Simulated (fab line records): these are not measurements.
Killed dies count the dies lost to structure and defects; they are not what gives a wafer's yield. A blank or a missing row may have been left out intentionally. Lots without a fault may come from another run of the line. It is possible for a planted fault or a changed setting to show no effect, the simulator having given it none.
Matching of chambers ; flow gf180mcu ; 4 sister chambers for GF_PASSIVATION_ETCH_11 on rieDiel-03
The step etches the open film in CF4/O2, stops on TiN, target depth 2040 nm, time 453.3 s. 4 wafers are shown with their chamber, then 7 later ones without.

## WAFERS, EACH WITH ITS CHAMBER
wafer;chamber;drypumpMotorCurrentA (A)
L080.5;2;6.3
L084.1;1;6.3
L084.5;0;5.7
L087.4;3;5.4

## WAFERS WHOSE CHAMBER IS MISSING
wafer;drypumpMotorCurrentA (A)
L087.6;5.7
L093.1;6.3
L093.4;6.3
L093.6;5.8
L096.3;5.7
L096.4;6.2
L096.5;6.2

## WHICH CHAMBER EACH ONE RAN IN
wafer;from the rows above;in truth
L087.6;0;0
L093.1;can't be placed: 1 or 2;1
L093.4;can't be placed: 1 or 2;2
L093.6;0;0
L096.3;0;0
L096.4;can't be placed: 1 or 2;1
L096.5;can't be placed: 1 or 2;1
Placed correctly: 3 of 7. Can't be placed from these rows: 4 (the true chamber is among the candidates in 4). 0 placed wrongly.
How it was worked out, from the rows above alone: a wafer's distance from a chamber is the root of the sum, over the readings, of the square of ((its reading less the chamber's mean) divided by the reading's scatter). If the next closest chamber is less than 2 further off than the closest, the wafer can't be placed; otherwise it belongs to the closest. A chamber's mean is the mean of its shown wafers. The scatter: root of mean squared gap, hidden wafer to nearest shown wafer, with one shown wafer a chamber.
